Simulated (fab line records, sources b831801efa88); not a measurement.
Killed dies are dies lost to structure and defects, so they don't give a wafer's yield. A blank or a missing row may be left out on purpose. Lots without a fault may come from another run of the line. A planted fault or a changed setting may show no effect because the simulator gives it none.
One fault seen from 2 desks | flow gf180mcu | each desk has only its own numbers; what lay behind them comes last

THE TOOL OWNER'S DESK: implanter-04
The tool's own readings at GF_NWELL_IMPLANT_08: means of the sampled wafers that have a number, for each lot that ran on this tool. A lot is out of limits, marked OUT, if its mean lies more than 4 standard deviations from the usual mean; the brackets give that distance.
Columns: A = beam_energy_keV at GF_NWELL_IMPLANT_08, usual 450.03; B = faraday_current_uA at GF_NWELL_IMPLANT_08, usual 84.9
lot  | first seen here | A                        | B
L720 | day 3 13:19     | 449.99                   | 84.3
L731 | day 5 23:02     | 398.40 (-99 or more) OUT | 85.1
L732 | day 6 02:56     | 398.43 (-99 or more) OUT | 83.3
This desk's finding: out of limits on L731, L732; first on L731, day 5 23:02 (beam_energy_keV at GF_NWELL_IMPLANT_08). In limits: L720.

THE METROLOGY DESK
What the gauges read, lot by lot, whatever tool the lot ran on: means of the sampled wafers that have a number. A lot is out of limits, marked OUT, if its mean lies more than 4 standard deviations from the usual mean; the brackets give that distance.
Columns: A = cd_nm at GF_STI_CD_MEAS_12, usual 220.5 nm; B = STI_OXIDATION_02_THK at GF_STI_THK_MEAS_30, usual 10.02 nm; C = NWELL_RS at GF_VT_IMPLANT_RS_MEAS_47, usual 488.1 ohm/sq; D = POLY_GATE_CVD_00_THK at GF_POLY_GATE_THK_MEAS_01, usual 200.6 nm
lot  | first seen here | A     | B     | C               | D
L719 | day 2 02:50     | 220.5 | 9.98  | 487.8           | 202.9
L720 | day 2 07:29     | 220.5 | 10.08 | 489.0           | 202.0
L721 | day 2 11:38     | 220.4 | 10.00 | 488.4           | 200.3
L722 | day 2 18:07     | 219.9 | 9.97  | 488.3           | 202.6
L723 | day 2 22:50     | 221.3 | 10.01 | 489.1           | 198.6
L724 | day 3 04:11     | 220.7 | 10.33 | 486.6           | 199.4
L725 | day 3 08:19     | 220.1 | 10.10 | 488.3           | 198.1
L731 | day 4 13:32     | 222.2 | 10.05 | 498.4 (+10) OUT | 200.0
L732 | day 4 18:59     | 220.6 | 9.92  | 498.9 (+11) OUT | 202.2
L736 | day 5 16:40     | 220.7 | 10.10 | 487.3           | 198.6
L738 | day 6 02:29     | 218.5 | 9.83  | 487.3           | 202.0
L739 | day 6 07:43     | 219.8 | 10.05 | 489.2           | 200.7
This desk's finding: out of limits on L731, L732; first on L731, day 11 03:52 (NWELL_RS at GF_VT_IMPLANT_RS_MEAS_47). In limits: L719, L720, L721, L722, L723, L724, L725, L736, L738, L739.

PUT TOGETHER
The tool owner's desk could have raised an alarm at day 5 23:02, on L731, L732.
The metrology desk could have raised an alarm at day 11 03:52, on L731, L732.
Of the lots named, all ran GF_NWELL_IMPLANT_08 on implanter-04.

WHAT THE SIMULATOR HAD PUT IN
Process parameter drift: implanter-04, from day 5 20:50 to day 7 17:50, at GF_NWELL_IMPLANT_08. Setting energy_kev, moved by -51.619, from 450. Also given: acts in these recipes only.
Lots struck among those shown: L731, L732.
Hours from the fault's start to each desk's first reading out of limits: the tool owner's desk, 2; the metrology desk, 127.
